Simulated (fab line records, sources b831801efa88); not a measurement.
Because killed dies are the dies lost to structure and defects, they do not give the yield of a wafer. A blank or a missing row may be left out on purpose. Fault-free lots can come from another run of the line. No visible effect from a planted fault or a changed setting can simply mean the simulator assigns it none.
What tool caused it?	flow gf180mcu	36 wafers from 12 lots sampled at 6 of the route's 602 steps

## WHAT EACH GAUGE READ, for each wafer
GF_CONTACT_OVL_MEAS_15.
lot	measured	on	CONTACT_OVL (nm)
L127	day 17 06:46	overlay-02	-3 -2 -5
L128	day 17 18:13	overlay-01	2 -1 -9
L129	day 18 03:16	overlay-01	-10 -7 -9
L130	day 18 08:20	overlay-01	5 6 5
L131	day 19 01:16	overlay-02	-3 -3 -3
L134	day 20 01:34	overlay-01	2 1 -1
L141	day 22 15:01	overlay-01	-3 5 -2
L142	day 22 19:54	overlay-01	9 6 19
L143	day 23 06:34	overlay-02	-3 3 0
L144	day 23 11:17	overlay-02	-2 -4 3
L146	day 24 02:58	overlay-02	4 2 -4
L147	day 24 11:16	overlay-02	-5 -4 -4

GF_CONTACT_RS_MEAS_25: a four-point-probe measurement.
lot	measured	on	CONTACT_W_RS (ohm/sq)
L127	day 17 07:28	filmMetro-03	0.382 0.389 0.379
L128	day 17 18:59	filmMetro-04	0.381 0.384 0.381
L129	day 18 03:58	filmMetro-01	0.390 0.386 0.392
L130	day 18 09:02	filmMetro-04	0.394 0.385 0.384
L131	day 19 01:57	filmMetro-01	0.320 0.320 0.321
L134	day 20 02:17	filmMetro-04	0.321 0.317 0.321
L141	day 22 15:44	filmMetro-03	0.384 0.383 0.382
L142	day 22 20:36	filmMetro-03	0.385 0.388 0.378
L143	day 23 07:16	filmMetro-01	0.383 0.387 0.390
L144	day 23 12:01	filmMetro-01	0.378 0.378 0.383
L146	day 24 03:42	filmMetro-03	0.390 0.390 0.390
L147	day 24 11:58	filmMetro-03	0.384 0.386 0.385

GF_CONTACT_THK_MEAS_26: measures by xrf.
lot	measured	on	CONTACT_W_THK (nm)
L127	day 17 07:35	filmMetro-03	298 291 302
L128	day 17 19:07	filmMetro-04	294 293 295
L129	day 18 04:05	filmMetro-01	290 294 287
L130	day 18 09:10	filmMetro-04	284 290 291
L131	day 19 02:04	filmMetro-01	350 347 350
L134	day 20 02:23	filmMetro-04	344 347 342
L141	day 22 15:50	filmMetro-03	295 294 295
L142	day 22 20:43	filmMetro-03	294 292 299
L143	day 23 07:23	filmMetro-01	294 292 289
L144	day 23 12:07	filmMetro-01	298 297 292
L146	day 24 03:48	filmMetro-03	288 287 289
L147	day 24 12:05	filmMetro-03	292 291 291

## WHAT TOOL EACH LOT RAN ON (gives the tool, then ch and the chambers of the sampled wafers, and finally the start)
lot	GF_SALICIDE_RTA_08	GF_CONTACT_CMP_04	GF_CONTACT_CVD_24
L127	rtpAnneal-01 ch 0, day 16 07:05	cmp-01 ch 0,2, day 16 07:26	cvdW-02 ch 0, day 17 07:22
L128	rtpAnneal-02 ch 0, day 16 18:14	cmp-01 ch 2,3, day 16 18:34	cvdW-02 ch 0, day 17 18:53
L129	rtpAnneal-02 ch 0, day 17 02:40	cmp-01 ch 0,1,3, day 17 02:59	cvdW-01 ch 0,1, day 18 03:52
L130	rtpAnneal-01 ch 0, day 17 07:41	cmp-02 ch 0,1,2, day 17 08:01	cvdW-01 ch 0,1, day 18 08:56
L131	rtpAnneal-02 ch 0, day 17 21:37	cmp-02 ch 0,1,3, day 18 00:29	cvdW-01 ch 0,1, day 19 01:51
L134	rtpAnneal-02 ch 0, day 19 00:03	cmp-01 ch 1,2, day 19 00:23	cvdW-01 ch 0,1, day 20 02:11
L141	rtpAnneal-01 ch 0, day 21 14:29	cmp-02 ch 1,2,3, day 21 14:48	cvdW-01 ch 0,1, day 22 15:37
L142	rtpAnneal-01 ch 0, day 21 19:37	cmp-02 ch 1,2, day 21 20:02	cvdW-01 ch 0,1, day 22 20:30
L143	rtpAnneal-01 ch 0, day 22 07:05	cmp-01 ch 1,2,3, day 22 07:32	cvdW-02 ch 0,1, day 23 07:10
L144	rtpAnneal-02 ch 0, day 22 11:55	cmp-01 ch 0,3, day 22 12:13	cvdW-01 ch 0,1, day 23 11:55
L146	rtpAnneal-02 ch 0, day 23 03:05	cmp-01 ch 0,1,3, day 23 03:29	cvdW-02 ch 0,1, day 24 03:35
L147	rtpAnneal-02 ch 0, day 23 11:45	cmp-01 ch 0,1,2, day 23 12:13	cvdW-02 ch 0,1, day 24 11:51
- GF_SALICIDE_RTA_08: time 30 s.
- GF_CONTACT_CMP_04: polishes SiO2.
- GF_CONTACT_CVD_24: deposits W, target thk 300 nm, time 90.339 s.

## AS READ BY THE TOOLS THEMSELVES (means over the sampled wafers that have a number; for cases with no such wafer, the mark the record gives instead)
GF_SALICIDE_RTA_08.
lot	tool	lampPowerPct (%)	wafer_temp_C_max
L127	rtpAnneal-01	14	802.8
L128	rtpAnneal-02	23	803.5
L129	rtpAnneal-02	23	803.5
L130	rtpAnneal-01	14	803.0
L131	rtpAnneal-02	23	803.3
L134	rtpAnneal-02	23	803.2
L141	rtpAnneal-01	14	803.5
L142	rtpAnneal-01	14	803.3
L143	rtpAnneal-01	14	802.6
L144	rtpAnneal-02	23	803.5
L146	rtpAnneal-02	23	803.6
L147	rtpAnneal-02	23	803.6

GF_CONTACT_CMP_04.
lot	tool	headPressurePsi (psi)	motorCurrentA (A)	timeToEndpointS (s)
L127	cmp-01	4.007	11.3	109
L128	cmp-01	4.000	13.1	119
L129	cmp-01	4.003	12.0	114
L130	cmp-02	4.006	12.2	112
L131	cmp-02	4.000	11.4	108
L134	cmp-01	4.000	11.9	118
L141	cmp-02	3.995	11.9	114
L142	cmp-02	3.993	12.4	114
L143	cmp-01	3.998	12.8	111
L144	cmp-01	4.008	11.9	118
L146	cmp-01	4.000	11.9	120
L147	cmp-01	4.004	11.6	112

GF_CONTACT_CVD_24.
lot	tool	heaterPowerW (W)	susceptorTempC (C)
L127	cvdW-02	904	400.25
L128	cvdW-02	899	400.43
L129	cvdW-01	783	400.00
L130	cvdW-01	789	399.80
L131	cvdW-01	789	410.06
L134	cvdW-01	830	409.97
L141	cvdW-01	749	400.10
L142	cvdW-01	782	399.96
L143	cvdW-02	799	399.92
L144	cvdW-01	780	399.93
L146	cvdW-02	811	399.92
L147	cvdW-02	876	399.95

## THE ANSWER, worked out from the rows above alone
Rule: what is usual is taken from the lots themselves. Put in order of their means at a reading, lots are off if they are a third of the lots or fewer, leave a main group of 4 or more, and stand apart from it by a gap of 3 or more times the standard deviation of the main group's means; of several such gaps the widest counts. A main group is skipped when, at the precision printed for the reading in the tables above, its means are all equal. A lot without any number at a reading at which 4 lots or more have one is off too. Any other lot the step has rows for is counted as sound. After the gauges, taken in route order, come the tools' own readings; for these a lot's mean is taken, as printed above. The first step at which some lot is off is used, and at that step the reading that is off furthest; a lot without a number counts as furthest.
Off: L131, L134, seen at GF_CONTACT_RS_MEAS_25 (CONTACT_W_RS). Main group: mean 0.385 ohm/sq, sd 0.0032.
A tool fits if, at a process step before that reading, it ran every lot that is off, and no sound lot after the first of them. Not tried: the gauges at GF_CONTACT_RS_MEAS_25; whatever is off there is also off at GF_CONTACT_CVD_24, on other tools, and gauge error can't account for it. Not one of the candidates tried fits.

## WHAT THE SIMULATOR PUT IN
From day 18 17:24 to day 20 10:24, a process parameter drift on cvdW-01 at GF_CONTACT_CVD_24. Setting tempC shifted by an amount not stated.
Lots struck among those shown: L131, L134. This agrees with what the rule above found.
